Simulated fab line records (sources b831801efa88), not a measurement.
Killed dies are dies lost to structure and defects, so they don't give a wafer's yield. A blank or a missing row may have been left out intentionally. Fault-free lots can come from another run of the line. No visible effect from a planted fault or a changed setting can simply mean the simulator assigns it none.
A lot that was struck, set against a sound lot + flow sky130 + 35 out of 708 route steps
Sound: the wafers L223.1, L223.2, L223.6. The struck wafers were L219.2, L219.3, L219.6. The cause comes at the end.
At each step with rows: each side's tool, then ch and its chambers, then its first start. Under that, the readings that differ: sound wafers + struck wafers + difference of the means + sigmas: that difference in standard deviations of wafers without a fault.
alike: readings whose means differ by less than 2 such deviations, and words and numbers that are the same on both sides. not compared: withheld readings, readings that some wafer has no value for, bounds like >300 that may hide the same value, and numbers for which the record gives no deviation and whose values overlap.
A row with sigmas, a row that says differs or no value, or rows on one side alone: a step with any of these is where the two part. Numbers that have no deviation but don't overlap get no sigmas and don't part them. A reading missing from all wafers of one side parts the sides only when that side holds two or more wafers.

first, 4 steps without rows for these wafers: SKY_METAL5_SOFTBAKE_10 (time 60 s); SKY_METAL5_EXPOSE_11 (exposes mask MM5, target cd 1600 nm); SKY_METAL5_PEB_12; SKY_METAL5_DEVELOP_13 (develop time 60 s).
SKY_METAL5_DESCUM_14: chemistry O2, time 11 s.
  sound on rieMetal-01 ch 0,1, day 47 20:07; struck on rieMetal-01 ch 0,1, day 47 02:46
  alike: drypumpMotorCurrentA, oesProductAu
  not compared: rfHoursCounterH
then, 1 step without rows for these wafers: SKY_METAL5_METAL_ETCH_15 (etches the open film in Cl2/BCl3, stops on SiO2, target depth 1260 nm, time 252 s).
SKY_METAL5_STRIP_16: strips in O2/N2.
  sound on plasmaAsher-03 ch 0,1, day 47 20:23; struck on plasmaAsher-01 ch 0,1, day 47 03:02
  alike: drypumpMotorCurrentA, oesProductAu, stripTimeToEndpointS
  not compared: rfHoursCounterH
then, 3 steps without rows for these wafers: SKY_METAL5_STRIP_17 (strips in post etch residue remover, time 1200 s); SKY_METAL5_CLEAN_18 (cleans in IPA, time 180 s); SKY_METAL5_CLEAN_19 (cleans in O3/DIW).
SKY_PASSIVATION_CVD_00: deposits SiO2, target thk 90 nm.
  sound on pecvd-03 ch 1,2, day 47 21:01; struck on pecvd-01 ch 1,2, day 47 03:37
  alike: heaterPowerW
SKY_PASSIVATION_THK_MEAS_01:
  sound on filmMetro-01 at day 47 21:02; struck on filmMetro-03 at day 47 03:39
  alike: PASSIVATION_CVD_00_THK
SKY_PASSIVATION_CVD_02: deposits Si3N4, target thk 540 nm.
  sound on pecvd-01 ch 0,2, day 47 21:06; struck on pecvd-04 ch 0,2, day 47 03:42
| reading                                      | sound             | struck          | difference | sigmas |
|----------------------------------------------|-------------------|-----------------|------------|--------|
| model.Si3N4_of_PASSIVATION_CVD_02.thkNm (nm) | 536.1 536.9 548.5 | 698.2 697 710.3 | +161.3     |        |
  alike: heaterPowerW
SKY_PASSIVATION_THK_MEAS_03:
  sound on filmMetro-01 at day 47 21:20; struck on filmMetro-01 at day 47 03:56
| reading                     | sound       | struck      | difference | sigmas |
|-----------------------------|-------------|-------------|------------|--------|
| PASSIVATION_CVD_02_THK (nm) | 536 537 548 | 699 698 710 | +162       | +24    |
then, 8 steps without rows for these wafers: SKY_PASSIVATION_DEHYDRATE_04 (time 60 s); SKY_PASSIVATION_HMDS_05 (prime time 60 s); SKY_PASSIVATION_COAT_06 (resist thk 3000 nm); SKY_PASSIVATION_SOFTBAKE_07; SKY_PASSIVATION_EXPOSE_08 (exposes mask NSM, target cd 3000 nm); SKY_PASSIVATION_PEB_09; SKY_PASSIVATION_DEVELOP_10 (develop time 60 s); SKY_PASSIVATION_ETCH_11 (etches the open film in CF4/O2, stops on AlCu, target depth 725 nm, time 161.1 s).
SKY_PASSIVATION_STRIP_12: strips in O2/N2.
  sound on plasmaAsher-01 ch 0,1, day 48 16:44; struck on plasmaAsher-01 ch 0,1, day 47 22:52
  alike: drypumpMotorCurrentA, oesProductAu, stripTimeToEndpointS
  not compared: rfHoursCounterH
then, 8 steps without rows for these wafers: SKY_PAD_OPEN_DEHYDRATE_00 (time 60 s); SKY_PAD_OPEN_HMDS_01 (prime time 60 s); SKY_PAD_OPEN_COAT_02 (resist thk 3000 nm); SKY_PAD_OPEN_SOFTBAKE_03; SKY_PAD_OPEN_EXPOSE_04 (exposes mask PDM, target cd 60000 nm); SKY_PAD_OPEN_PEB_05; SKY_PAD_OPEN_DEVELOP_06 (develop time 60 s); SKY_PAD_OPEN_ETCH_07 (etches the open film in CF4/O2, stops on AlCu, target depth 725 nm, time 161.1 s).
SKY_PAD_OPEN_STRIP_08: strips in O2/N2.
  sound on plasmaAsher-02 ch 0,1, day 49 11:05; struck on plasmaAsher-04 ch 0, day 48 17:53
  alike: drypumpMotorCurrentA, oesProductAu, stripTimeToEndpointS
  not compared: rfHoursCounterH
SKY_PAD_OPEN_STRIP_09: strips in post etch residue remover, time 1200 s.
  sound on wetBench-03 ch 1, day 49 11:11; struck on wetBench-04 ch 0, day 48 18:08
| reading                                      | sound             | struck            | difference | sigmas |
|----------------------------------------------|-------------------|-------------------|------------|--------|
| model.Si3N4_of_PASSIVATION_CVD_02.thkNm (nm) | 535.7 536.5 548.1 | 697.9 696.7 709.9 | +161.4     |        |
then, 1 step without rows for these wafers: SKY_PAD_OPEN_CLEAN_10 (cleans in IPA, time 180 s).
SKY_PAD_OPEN_PROBE_99:
  rows exist in the record for the sound wafers here (prober-01, day 49 13:17), none for the struck ones

## WHERE THEY PART
First at SKY_PASSIVATION_THK_MEAS_03; last, within this record, at SKY_PAD_OPEN_PROBE_99.

WHY: what had been put in by the simulator
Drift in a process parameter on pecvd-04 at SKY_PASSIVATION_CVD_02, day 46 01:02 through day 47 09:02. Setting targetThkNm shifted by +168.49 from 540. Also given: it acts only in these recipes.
